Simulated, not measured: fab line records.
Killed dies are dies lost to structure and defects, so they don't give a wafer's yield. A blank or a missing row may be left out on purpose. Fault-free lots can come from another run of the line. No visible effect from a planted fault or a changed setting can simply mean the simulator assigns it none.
Which tool was responsible?	flow sky130	Sampling: 11 lots, 33 wafers, 5 of 708 route steps

== WHAT EACH GAUGE READ, for each wafer ==
SKY_SD_N_OVL_MEAS_08. Usual: for SD_N_OVL the level is -0.4 nm and the standard deviation is 1.5.
lot	measured	on	SD_N_OVL (nm)	flag
L882	day 29 04:52	overlay-02	3.2 1.9 -1.4	
L884	day 29 08:04	overlay-02	0.2 -1.2 -0.3	
L883	day 29 09:10	overlay-01	-0.5 0.7 0.4	
L889	day 30 10:23	overlay-02	-65.8 -64.8 -64.5	OFF
L893	day 31 08:34	overlay-02	-0.5 -3.3 -1.5	
L892	day 31 11:07	overlay-02	-66.0 -67.5 -68.2	OFF
L899	day 33 13:34	overlay-01	-1.0 -1.9 -1.5	
L900	day 34 05:04	overlay-01	-1.0 -1.6 -1.7	
L903	day 34 18:43	overlay-01	0.3 1.0 -0.6	
L904	day 34 22:34	overlay-01	0.5 -0.9 0.8	
L905	day 35 08:41	overlay-01	-1.8 0.0 -0.9	

== EACH LOT AND THE TOOL THAT RAN IT (in order: tool; ch and the chambers of the sampled wafers; start) ==
lot	SKY_POLY_CUT_ETCH_10	SKY_SD_P_STRIP_10	SKY_RES_XHIGH_STRIP_08	SKY_SD_N_EXPOSE_04
L882	rie diel-02 ch 1,2,3, day 25 14:27	plasma asher-04 ch 0,1, day 26 19:27	plasma asher-04 ch 0,1, day 28 00:32	iline stepper-01 ch 0, day 28 14:41
L884	rie diel-04 ch 0,2,3, day 25 18:04	plasma asher-02 ch 0, day 26 23:15	plasma asher-02 ch 0,1, day 28 04:06	iline stepper-02 ch 0, day 28 17:52
L883	rie diel-01 ch 0,1,3, day 25 18:18	plasma asher-02 ch 0,1, day 27 00:04	plasma asher-03 ch 0, day 28 04:56	iline stepper-02 ch 0, day 28 18:52
L889	rie diel-02 ch 1,3, day 26 22:33	plasma asher-04 ch 0,1, day 28 03:36	plasma asher-04 ch 0,1, day 29 07:09	iline stepper-02 ch 0, day 29 20:37
L893	rie diel-01 ch 2,3, day 27 21:13	plasma asher-04 ch 0,1, day 29 01:00	plasma asher-02 ch 0,1, day 30 04:45	iline stepper-01 ch 0, day 30 18:58
L892	rie diel-04 ch 2,3, day 28 00:15	plasma asher-04 ch 0,1, day 29 04:45	plasma asher-03 ch 0,1, day 30 07:50	iline stepper-02 ch 0, day 30 21:35
L899	rie diel-04 ch 1,3, day 30 03:36	plasma asher-02 ch 0,1, day 31 06:43	plasma asher-04 ch 0,1, day 32 10:04	iline stepper-01 ch 0, day 32 23:46
L900	rie diel-02 ch 2,3, day 30 20:13	plasma asher-04 ch 0,1, day 31 23:30	plasma asher-02 ch 0,1, day 33 01:56	iline stepper-01 ch 0, day 33 15:59
L903	rie diel-01 ch 0,2,3, day 31 10:22	plasma asher-02 ch 0,1, day 32 13:30	plasma asher-04 ch 0,1, day 33 16:09	iline stepper-01 ch 0, day 34 05:38
L904	rie diel-04 ch 1,2, day 31 14:06	plasma asher-01 ch 0,1, day 32 17:55	plasma asher-02 ch 0,1, day 33 20:57	iline stepper-01 ch 0, day 34 09:18
L905	rie diel-01 ch 1,2, day 32 01:55	plasma asher-01 ch 0,1, day 33 04:14	plasma asher-02 ch 0,1, day 34 06:56	iline stepper-01 ch 0, day 34 20:08
- SKY_POLY_CUT_ETCH_10: etches BARC in N2/H2, stops on SiO2, time 45.9 s, target depth 60 nm.
- SKY_SD_P_STRIP_10: strips in O2/N2.
- SKY_RES_XHIGH_STRIP_08: strips in O2/N2.
- SKY_SD_N_EXPOSE_04: exposes mask NSDM, target cd 380 nm.

== AS READ BY THE TOOLS THEMSELVES (means over the sampled wafers that have a number; for cases with no such wafer, the mark the record gives instead) ==
SKY_POLY_CUT_ETCH_10. Usual: drypump motor current A 5.84 A, standard deviation 0.29; oes product au 0.855 a.u., standard deviation 0.0047; rf fwd power W 495.1 W, standard deviation 1.9; throttle valve pct 13.224 %, standard deviation 0.0088.
lot	tool	drypump motor current A (A)	oes product au (a.u.)	rf fwd power W (W)	throttle valve pct (%)	flag
L882	rie diel-02	5.76	0.854	496.1	13.226	
L884	rie diel-04	6.07	0.847	494.6	13.231	
L883	rie diel-01	5.59	0.852	494.5	13.217	
L889	rie diel-02	5.61	0.854	494.5	13.221	
L893	rie diel-01	5.69	0.854	494.3	13.227	
L892	rie diel-04	5.85	0.856	495.6	13.224	
L899	rie diel-04	5.70	0.852	494.3	13.220	
L900	rie diel-02	5.70	0.859	495.5	13.225	
L903	rie diel-01	5.79	0.857	493.7	13.232	
L904	rie diel-04	5.69	0.859	492.9	13.225	
L905	rie diel-01	5.92	0.862	497.8	13.223	

SKY_SD_P_STRIP_10. Usual: drypump motor current A 6.2 A, standard deviation 0.45; oes product au 0.617 a.u., standard deviation 0.0045; strip time to endpoint s 17.49 s, standard deviation 0.044.
lot	tool	drypump motor current A (A)	oes product au (a.u.)	strip time to endpoint s (s)	flag
L882	plasma asher-04	6.0	0.617	17.49	
L884	plasma asher-02	6.1	0.615	17.54	
L883	plasma asher-02	6.6	0.620	17.55	
L889	plasma asher-04	6.3	0.617	17.47	
L893	plasma asher-04	6.0	0.618	17.50	
L892	plasma asher-04	6.0	0.619	17.56	
L899	plasma asher-02	6.3	0.621	17.46	
L900	plasma asher-04	6.0	0.618	17.51	
L903	plasma asher-02	6.3	0.615	17.46	
L904	plasma asher-01	5.8	0.619	17.43	
L905	plasma asher-01	5.9	0.621	17.50	

SKY_RES_XHIGH_STRIP_08. Usual: drypump motor current A 6.1 A, standard deviation 0.53; oes product au 0.711 a.u., standard deviation 0.0046; strip time to endpoint s 14.28 s, standard deviation 0.051.
lot	tool	drypump motor current A (A)	oes product au (a.u.)	strip time to endpoint s (s)	flag
L882	plasma asher-04	6.0	0.708	14.31	
L884	plasma asher-02	6.3	0.714	14.34	
L883	plasma asher-03	5.8	0.708	14.23	
L889	plasma asher-04	6.3	0.712	14.30	
L893	plasma asher-02	6.6	0.711	14.28	
L892	plasma asher-03	5.6	0.709	14.29	
L899	plasma asher-04	6.0	0.712	14.36	
L900	plasma asher-02	6.3	0.714	14.27	
L903	plasma asher-04	6.0	0.709	14.22	
L904	plasma asher-02	6.5	0.714	14.29	
L905	plasma asher-02	6.6	0.705	14.29	

SKY_SD_N_EXPOSE_04. Usual: stage vel mm s 500.05 mm/s, standard deviation 0.24.
lot	tool	stage vel mm s (mm/s)	flag
L882	iline stepper-01	499.93	
L884	iline stepper-02	499.81	
L883	iline stepper-02	500.13	
L889	iline stepper-02	500.12	
L893	iline stepper-01	500.06	
L892	iline stepper-02	500.27	
L899	iline stepper-01	500.17	
L900	iline stepper-01	500.25	
L903	iline stepper-01	500.00	
L904	iline stepper-01	499.89	
L905	iline stepper-01	500.04	

== THE ANSWER, worked out from the rows above alone ==
Rule: lot off if the mean of its wafers having a number is beyond 3 standard deviations from the usual mean. A lot without any number at a reading at which 4 lots or more have one is off too. The other lots that the step has rows for count as sound. After the gauges, taken in route order, come the tools' own readings; for these a lot's mean is taken, as printed above. The first step at which some lot is off is used, and at that step the reading that is off furthest; a lot without a number counts as furthest.
Off: L889, L892, seen at SKY_SD_N_OVL_MEAS_08 (SD_N_OVL).
A tool fits if, at a process step before that reading, it ran every lot that is off, and no sound lot after the first of them. Those tools and the gauges at SKY_SD_N_OVL_MEAS_08 are tried in the same way. One candidate fits, namely iline stepper-02 at SKY_SD_N_EXPOSE_04. A fault onset in the window from L883 (day 28 18:52, its last sound lot) to L889 (day 29 20:37, its first lot off) fits.

== WHAT THE SIMULATOR HAD INSERTED ==
Scanner matching overlay: iline stepper-02, from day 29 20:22 on, at SKY_SD_N_EXPOSE_04. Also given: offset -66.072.
Lots struck among those shown: L889, L892. Same finding as the rule above.
